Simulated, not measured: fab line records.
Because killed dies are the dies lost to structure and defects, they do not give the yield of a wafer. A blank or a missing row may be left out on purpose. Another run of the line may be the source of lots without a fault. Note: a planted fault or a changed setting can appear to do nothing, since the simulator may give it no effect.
Which of the tools did it?    flow sky130    24 lots, 72 wafers sampled, at 1 step of a route of 708

== WHAT THE GAUGES READ, wafer by wafer ==
SKY_GATE_OXIDE_THK_MEAS_02.
lot   measured      on             GATE_OXIDE_OXIDATION_00_THK (nm)
L074  day 12 11:52  film_metro-02  10.48 10.55 10.17
L075  day 12 15:38  film_metro-01  10.25 10.18 10.01
L076  day 13 12:47  film_metro-01  10.21 10.20 10.07
L077  day 13 13:05  film_metro-04  10.46 10.34 10.35
L078  day 13 17:43  film_metro-01  10.35 10.20 10.26
L079  day 14 10:48  film_metro-01  10.39 10.33 10.48
L080  day 14 12:50  film_metro-01  10.15 10.28 10.43
L081  day 14 20:48  film_metro-01  10.45 10.35 10.39
L082  day 15 06:44  film_metro-04  10.18 10.30 10.15
L083  day 15 22:14  film_metro-01  10.48 10.31 10.28
L084  day 15 23:37  film_metro-04  10.25 10.35 10.36
L085  day 16 04:18  film_metro-04  10.27 10.34 10.18
L086  day 16 18:57  film_metro-02  10.43 10.40 10.62
L087  day 17 05:58  film_metro-02  10.24 10.17 10.18
L088  day 17 12:05  film_metro-02  10.53 10.54 10.47
L089  day 17 20:42  film_metro-02  10.36 10.38 10.44
L090  day 18 08:00  film_metro-02  10.08 10.16 10.25
L092  day 19 11:06  film_metro-02  10.53 10.42 10.41
L091  day 19 12:30  film_metro-01  10.00 9.99 9.90
L093  day 19 15:53  film_metro-02  10.52 10.42 10.22
L095  day 19 21:00  film_metro-02  10.08 9.98 10.04
L094  day 20 01:09  film_metro-02  10.50 10.63 10.45
L096  day 20 10:01  film_metro-01  10.12 9.81 9.96
L097  day 21 00:17  film_metro-01  10.48 10.57 10.52

== EACH LOT AND THE TOOL THAT RAN IT (in order: tool; ch and the chambers of the sampled wafers; start) ==
The record shows no process step preceding these readings.

== WHAT THE TOOLS THEMSELVES READ (means of the sampled wafers that have a number; where no wafer has one, the mark that the record gives instead) ==
The record holds no such reading with a usual standard deviation.

== THE ANSWER, worked out from the rows above alone ==
Rule: what is usual is taken from the lots themselves. Put in order of their means at a reading, lots are off if they are a third of the lots or fewer, leave a main group of 4 or more, and stand apart from it by a gap of 3 or more times the standard deviation of the main group's means; of several such gaps the widest counts. Not used: any main group whose means are identical at the precision the tables above print for the reading. A lot without any number at a reading at which 4 lots or more have one is off too. Any other lot the step has rows for is counted as sound. After the gauges, taken in route order, come the tools' own readings; for these a lot's mean is taken, as printed above. The first step at which some lot is off is used, and at that step the reading that is off furthest; a lot without a number counts as furthest.
No lot is off at any reading shown: from this, nothing can be told.

== WHAT WAS PUT IN BY THE SIMULATOR ==
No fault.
